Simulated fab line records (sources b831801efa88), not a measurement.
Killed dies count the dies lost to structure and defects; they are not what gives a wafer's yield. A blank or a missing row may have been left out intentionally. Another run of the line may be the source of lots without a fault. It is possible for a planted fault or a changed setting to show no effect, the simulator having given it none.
fab line records	flow sky130
record lots=15	wafers=45	lastDay=50
route steps=708 shown VT_ADJUST_NCORE@127 VT_ADJUST_PCH@145 SONOS_TUNNEL@161
lots untouched by any fault: they come from a run of this same line in which no faults occurred
startH: hours from the record's first day to the start of the lot's first wafer shown	waitH: hours since the lot's step before	" unchanged from the row above	L1.1+2: several wafers, shown together as one row	- no value, or no start was given	* or withheld: withheld	< > ~ a bound
route shown NAME@n: NAME is a module with steps in the file, n the number in the route of the first one	usual: mean/standard deviation taken from wafers without a fault	same: alike in all rows	chamber/n: place in a boat	sites: readings site by site	_std_site: the standard deviation of these	_edge_site: outer sites' mean less inner sites'	radiusMm: how far each site lies from the wafer's centre	mask NAME#n: copy n	behind: tool/chamber where the wafer was last shaped	hold: what put the lot on hold/how long, in hours/how the hold closed	device: whichever transistor did not switch (one of n, p or np)	end of line: at the end of the route, the tests of the same wafers	for a step that has no rows: nothing shown but its recipe	killed: count of dies lost to structure and defects at first sort (not the wafer's yield)	map: a wafer's dies, marking killed ones x, the rest . and places with no die _
set.NAME: the setting as run; set.NAME@STEP: as run at that earlier step	model.NAME: the simulator's own value behind a step, which no gauge read
the route's steps for a sample of lots (tables are steps, rows are wafers)
## steps
# step SKY_VT_ADJUST_NCORE_OVL_MEAS_08
# usual VT_ADJUST_NCORE_OVL=0.3/1.3
lot.wafer	tool	chamber	startH	waitH	VT_ADJUST_NCORE_OVL[nm]
L207.1	overlay-02	-	175.19	0.1	0.4
L207.3	"	-	"	"	0.9
L207.4	"	-	"	"	1.9
L208.1	overlay-01	-	185.14	0.1	-2.4
L208.2	"	-	"	"	0.0
L208.5	"	-	"	"	-0.9
L211.1	overlay-02	-	208.71	0.1	1.1
L211.2	"	-	"	"	2.2
L211.5	"	-	"	"	1.8
L212.1	overlay-01	-	215.14	0.1	-0.3
L212.3	"	-	"	"	-2.2
L212.5	"	-	"	"	-0.5
L213.1	overlay-01	-	219.64	0.1	1.9
L213.2	"	-	"	"	1.7
L213.6	"	-	"	"	-0.4
L214.1	overlay-01	-	223.67	0.1	-1.3
L214.3	"	-	"	"	0.8
L214.5	"	-	"	"	1.7
L217.2	overlay-02	-	245.82	0.1	0.3
L217.4	"	-	"	"	-0.7
L217.6	"	-	"	"	-0.4
L220.3	overlay-02	-	266.73	0.1	0.9
L220.5	"	-	"	"	0.5
L220.6	"	-	"	"	0.1
L221.2	overlay-01	-	273.84	0.1	1.0
L221.4	"	-	"	"	1.7
L221.5	"	-	"	"	1.9
L222.1	overlay-02	-	284.21	0.1	0.2
L222.2	"	-	"	"	0.2
L222.6	"	-	"	"	-1.2
L223.1	overlay-01	-	310.64	0.1	0.4
L223.3	"	-	"	"	0.3
L223.5	"	-	"	"	1.7
L226.3	overlay-01	-	325.73	0.1	1.9
L226.4	"	-	"	"	2.1
L226.5	"	-	"	"	2.7
L228.2	overlay-01	-	338.44	0.1	-0.2
L228.5	"	-	"	"	-1.0
L228.6	"	-	"	"	0.9
L227.1	overlay-01	-	338.72	0.1	-1.3
L227.2	"	-	"	"	1.4
L227.4	"	-	"	"	2.9
L229.1	overlay-01	-	342.14	0.1	0.0
L229.3	"	-	"	"	-0.2
L229.5	"	-	"	"	-1.0
# step SKY_VT_ADJUST_PCH_COAT_02
# recipe spinRpm=2000	resistThkNm=3000
# usual chillPlateTempC=22.98/0.1	dispensePressureKPa=51/3.3	resistLineTempC=23.03/0.11
lot.wafer	tool	chamber	startH	waitH	chillPlateTempC	dispensePressureKPa	resistLineTempC
L207.1	lithoTrack-03	0	206.19	0.1	23.08	48	23.15
L207.3	"	0	"	"	23.21	48	23.17
L207.4	"	0	"	"	23.03	48	23.18
L208.1	lithoTrack-03	0	216.94	0.1	22.98	48	23.07
L208.2	"	0	"	"	23.02	48	23.02
L208.5	"	0	"	"	22.96	48	23.11
L211.1	lithoTrack-03	0	241.44	0.1	23.14	48	22.99
L211.2	"	0	"	"	23.14	48	23.02
L211.5	"	0	"	"	22.96	48	22.99
L212.1	lithoTrack-01	0	247.52	0.1	23.21	55	22.93
L212.3	"	0	"	"	23.10	55	22.95
L212.5	"	0	"	"	23.27	55	22.87
L213.1	lithoTrack-02	0	253.82	0.1	23.01	51	22.91
L213.2	"	0	"	"	22.98	51	23.02
L213.6	"	0	"	"	23.01	51	23.16
L214.1	lithoTrack-02	0	258.67	0.1	23.13	51	22.78
L214.3	"	0	"	"	23.06	51	22.81
L214.5	"	0	"	"	22.94	51	23.00
L217.2	lithoTrack-03	0	282.37	0.1	23.14	48	23.05
L217.4	"	0	"	"	23.08	48	22.83
L217.6	"	0	"	"	22.91	48	22.91
L220.3	lithoTrack-01	-	303.97	0.1	-	-	-
L220.5	"	-	"	"	-	-	-
L220.6	"	-	"	"	-	-	-
L221.2	lithoTrack-01	-	311.64	0.1	-	-	-
L221.4	"	-	"	"	-	-	-
L221.5	"	-	"	"	-	-	-
L222.1	lithoTrack-01	-	323.02	0.1	-	-	-
L222.2	"	-	"	"	-	-	-
L222.6	"	-	"	"	-	-	-
L223.1	lithoTrack-01	0	351.27	0.1	22.83	55	23.17
L223.3	"	0	"	"	22.99	55	23.14
L223.5	"	0	"	"	23.03	55	23.10
L226.3	lithoTrack-02	0	366.62	0.1	22.95	51	23.00
L226.4	"	0	"	"	22.94	51	23.05
L226.5	"	0	"	"	22.96	51	23.04
L228.2	lithoTrack-03	0	380.57	0.1	22.90	48	23.08
L228.5	"	0	"	"	22.93	48	22.94
L228.6	"	0	"	"	23.00	48	22.97
L227.1	lithoTrack-01	0	380.77	0.1	22.97	55	23.08
L227.2	"	0	"	"	22.74	55	22.98
L227.4	"	0	"	"	23.11	55	23.06
L229.1	lithoTrack-01	0	384.02	0.1	23.01	55	22.99
L229.3	"	0	"	"	23.00	55	23.10
L229.5	"	0	"	"	22.89	55	22.98
# step SKY_VT_ADJUST_PCH_OVL_MEAS_07
# usual VT_ADJUST_PCH_OVL=0.0/1.3
lot.wafer	tool	chamber	startH	waitH	VT_ADJUST_PCH_OVL[nm]
L207.1	overlay-02	-	217.32	-	-0.8
L207.3	"	-	"	"	0.8
L207.4	"	-	"	"	2.0
L208.1	overlay-01	-	227.67	-	-0.2
L208.2	"	-	"	"	-0.4
L208.5	"	-	"	"	-0.6
L211.1	overlay-01	-	252.99	-	-1.9
L211.2	"	-	"	"	-0.2
L211.5	"	-	"	"	-0.1
L212.1	overlay-01	-	260.62	-	1.4
L212.3	"	-	"	"	3.4
L212.5	"	-	"	"	1.5
L213.1	overlay-01	-	266.47	-	0.0
L213.2	"	-	"	"	1.2
L213.6	"	-	"	"	0.6
L214.1	overlay-02	-	271.29	-	-0.5
L214.3	"	-	"	"	-2.1
L214.5	"	-	"	"	-0.7
L217.2	overlay-02	-	295.12	-	-0.4
L217.4	"	-	"	"	-0.8
L217.6	"	-	"	"	-1.5
L220.3	overlay-02	-	317.83	-	-
L220.5	"	-	"	"	-
L220.6	"	-	"	"	-
L221.2	overlay-02	-	325.75	-	-
L221.4	"	-	"	"	-
L221.5	"	-	"	"	-
L222.1	overlay-01	-	336.19	-	-
L222.2	"	-	"	"	-
L222.6	"	-	"	"	-
L223.1	overlay-02	-	365.32	-	3.1
L223.3	"	-	"	"	0.7
L223.5	"	-	"	"	1.8
L226.3	overlay-01	-	381.48	-	1.6
L226.4	"	-	"	"	-0.7
L226.5	"	-	"	"	0.2
L228.2	overlay-01	-	394.22	-	-1.2
L228.5	"	-	"	"	0.8
L228.6	"	-	"	"	-0.5
L227.1	overlay-01	-	395.07	-	0.9
L227.2	"	-	"	"	2.9
L227.4	"	-	"	"	-0.3
L229.1	overlay-02	-	398.37	-	-0.6
L229.3	"	-	"	"	0.1
L229.5	"	-	"	"	-2.4
# step SKY_SONOS_TUNNEL_CD_MEAS_07
# recipe targetCdNm=410
# usual cdNm=409.4/2
lot.wafer	tool	chamber	startH	waitH	cdNm
L207.1	cdSem-01	-	239.94	0.1	408.6
L207.3	"	-	"	"	412.2
L207.4	"	-	"	"	411.3
L208.1	cdSem-01	-	250.62	0.1	409.9
L208.2	"	-	"	"	409.9
L208.5	"	-	"	"	409.8
L211.1	cdSem-02	-	276.95	0.1	413.9
L211.2	"	-	"	"	410.7
L211.5	"	-	"	"	412.2
L212.1	cdSem-02	-	285.15	0.1	410.1
L212.3	"	-	"	"	409.4
L212.5	"	-	"	"	409.6
L213.1	cdSem-02	-	291.25	0.1	407.0
L213.2	"	-	"	"	409.7
L213.6	"	-	"	"	406.7
L214.1	cdSem-02	-	295.95	0.1	407.9
L214.3	"	-	"	"	409.3
L214.5	"	-	"	"	408.1
L217.2	cdSem-02	-	321.16	0.1	406.8
L217.4	"	-	"	"	406.2
L217.6	"	-	"	"	404.2
L220.3	cdSem-02	-	345.23	0.1	410.9
L220.5	"	-	"	"	410.2
L220.6	"	-	"	"	409.8
L221.2	cdSem-01	-	352.99	0.1	408.6
L221.4	"	-	"	"	406.8
L221.5	"	-	"	"	410.3
L222.1	cdSem-01	-	363.47	0.1	408.7
L222.2	"	-	"	"	409.1
L222.6	"	-	"	"	410.0
L223.1	cdSem-02	-	393.84	0.1	408.2
L223.3	"	-	"	"	407.2
L223.5	"	-	"	"	408.1
L226.3	cdSem-01	-	410.73	0.1	408.0
L226.4	"	-	"	"	410.2
L226.5	"	-	"	"	411.2
L228.2	cdSem-01	-	423.81	0.1	411.3
L228.5	"	-	"	"	413.2
L228.6	"	-	"	"	410.6
L227.1	cdSem-02	-	424.69	0.1	409.3
L227.2	"	-	"	"	408.2
L227.4	"	-	"	"	408.0
L229.1	cdSem-01	-	427.95	0.1	407.3
L229.3	"	-	"	"	408.4
L229.5	"	-	"	"	410.7
# step SKY_SONOS_TUNNEL_OVL_MEAS_08
# usual SONOS_TUNNEL_OVL=-0.5/1.5
lot.wafer	tool	chamber	startH	waitH	SONOS_TUNNEL_OVL[nm]
L207.1	overlay-02	-	240.06	0.1	-1.1
L207.3	"	-	"	"	-1.1
L207.4	"	-	"	"	-0.6
L208.1	overlay-02	-	250.74	0.1	0.6
L208.2	"	-	"	"	-0.5
L208.5	"	-	"	"	1.9
L211.1	overlay-01	-	277.07	0.1	-0.1
L211.2	"	-	"	"	-0.3
L211.5	"	-	"	"	0.0
L212.1	overlay-01	-	285.27	0.1	-0.7
L212.3	"	-	"	"	-0.5
L212.5	"	-	"	"	-1.7
L213.1	overlay-01	-	291.37	0.1	0.9
L213.2	"	-	"	"	1.2
L213.6	"	-	"	"	1.9
L214.1	overlay-01	-	296.07	0.1	-1.3
L214.3	"	-	"	"	-2.5
L214.5	"	-	"	"	-0.5
L217.2	overlay-02	-	321.27	0.1	0.3
L217.4	"	-	"	"	0.0
L217.6	"	-	"	"	-0.6
L220.3	overlay-01	-	345.32	0.1	-0.8
L220.5	"	-	"	"	-1.2
L220.6	"	-	"	"	-0.9
L221.2	overlay-01	-	353.09	0.1	-1.0
L221.4	"	-	"	"	-1.2
L221.5	"	-	"	"	-3.4
L222.1	overlay-01	-	363.59	0.1	2.0
L222.2	"	-	"	"	0.6
L222.6	"	-	"	"	2.3
L223.1	overlay-01	-	393.96	0.1	-0.9
L223.3	"	-	"	"	0.2
L223.5	"	-	"	"	-1.3
L226.3	overlay-01	-	410.82	0.1	-0.6
L226.4	"	-	"	"	1.1
L226.5	"	-	"	"	-0.8
L228.2	overlay-01	-	423.92	0.1	-1.5
L228.5	"	-	"	"	-0.8
L228.6	"	-	"	"	-0.9
L227.1	overlay-02	-	424.81	0.1	-0.7
L227.2	"	-	"	"	-2.2
L227.4	"	-	"	"	-3.2
L229.1	overlay-02	-	428.07	0.1	-0.5
L229.3	"	-	"	"	-0.7
L229.5	"	-	"	"	-1.3
# step SKY_SONOS_TUNNEL_TW_MEAS_12
# usual SONOS_TUNNEL_TW=197.6/1.3
lot.wafer	tool	chamber	startH	waitH	hold	SONOS_TUNNEL_TW
L207.1	filmMetro-01	-	240.51	0.0	-	196.8
L207.3	"	-	"	"	-	196.0
L207.4	"	-	"	"	-	197.8
L208.1	filmMetro-01	-	251.18	0.0	-	196.4
L208.2	"	-	"	"	-	195.9
L208.5	"	-	"	"	-	195.6
L211.1	filmMetro-01	-	277.52	0.0	-	196.5
L211.2	"	-	"	"	-	195.1
L211.5	"	-	"	"	-	197.9
L212.1	filmMetro-01	-	285.73	0.0	-	196.4
L212.3	"	-	"	"	-	195.6
L212.5	"	-	"	"	-	195.5
L213.1	filmMetro-04	-	291.85	0.0	-	198.2
L213.2	"	-	"	"	-	199.6
L213.6	"	-	"	"	-	199.2
L214.1	filmMetro-04	-	296.52	0.0	-	198.4
L214.3	"	-	"	"	-	197.6
L214.5	"	-	"	"	-	198.9
L217.2	filmMetro-01	-	321.72	0.0	-	197.2
L217.4	"	-	"	"	-	196.5
L217.6	"	-	"	"	-	196.5
L220.3	filmMetro-04	-	345.95	0.0	awaitDispo/0.2h/release	213.8
L220.5	"	-	"	"	awaitDispo/0.2h/release	215.1
L220.6	"	-	"	"	awaitDispo/0.2h/release	214.0
L220.3	filmMetro-04	-	346.18	0.2	-	213.5
L220.5	"	-	"	"	-	214.8
L220.6	"	-	"	"	-	213.9
L221.2	filmMetro-04	-	353.54	0.0	awaitDispo/0.2h/release	214.7
L221.4	"	-	"	"	awaitDispo/0.2h/release	215.2
L221.5	"	-	"	"	awaitDispo/0.2h/release	213.9
L221.2	filmMetro-04	-	353.77	0.2	-	214.4
L221.4	"	-	"	"	-	213.7
L221.5	"	-	"	"	-	214.4
L222.1	filmMetro-04	-	364.05	0.0	awaitDispo/0.2h/release	212.2
L222.2	"	-	"	"	awaitDispo/0.2h/release	212.6
L222.6	"	-	"	"	awaitDispo/0.2h/release	213.4
L222.1	filmMetro-04	-	364.28	0.2	-	212.7
L222.2	"	-	"	"	-	213.4
L222.6	"	-	"	"	-	214.0
L223.1	filmMetro-01	-	394.43	0.0	-	196.4
L223.3	"	-	"	"	-	196.0
L223.5	"	-	"	"	-	196.1
L226.3	filmMetro-04	-	411.30	0.0	-	197.7
L226.4	"	-	"	"	-	198.3
L226.5	"	-	"	"	-	198.0
L228.2	filmMetro-02	-	424.37	0.0	-	198.6
L228.5	"	-	"	"	-	197.2
L228.6	"	-	"	"	-	197.9
L227.1	filmMetro-04	-	425.26	0.0	-	199.0
L227.2	"	-	"	"	-	198.0
L227.4	"	-	"	"	-	198.9
L229.1	filmMetro-01	-	428.52	0.0	-	196.6
L229.3	"	-	"	"	-	195.2
L229.5	"	-	"	"	-	196.2
## key
firstSign step=SKY_VT_ADJUST_PCH_COAT_02	reading=toolRecord	direction=missing
effect step=SKY_VT_ADJUST_PCH_OVL_MEAS_07	reading=VT_ADJUST_PCH_OVL	direction=missing
effect step=SKY_SONOS_TUNNEL_TW_MEAS_12	reading=visit	direction=added
effect step=SKY_SONOS_TUNNEL_TW_MEAS_12	reading=SONOS_TUNNEL_TW	direction=up	sigmas=13	usual=197.6	struck=213.9
metAt SKY_VT_ADJUST_PCH_COAT_02
struckLots L220,L221,L222
sortLeftOut L220.3,L220.5,L220.6,L221.2,L221.4,L221.5,L222.1,L222.2,L222.6
testerLeftOut L220,L221,L222
notActingAt SKY_VT_ADJUST_NCORE_OVL_MEAS_08,SKY_SONOS_TUNNEL_CD_MEAS_07,SKY_SONOS_TUNNEL_OVL_MEAS_08
onsetBetween 247.52 303.97
fault kind=skippedStepWhole	tool=lithoTrack-01	chamber=-	onsetH=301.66	steps=SKY_VT_ADJUST_PCH_COAT_02	scope=struckLotsOnly
# testerLeftOut: of these lots the tester's yield and bins aren't shown, on N5 and GAA mostly nor the transistor test; their killed dies are dies lost to structure and defects alone, not to doping, threshold or leakage, so they don't give the yield
# sortLeftOut: the simulated sort isn't trusted on such a fault, so these wafers' sort isn't shown, and their yield isn't known
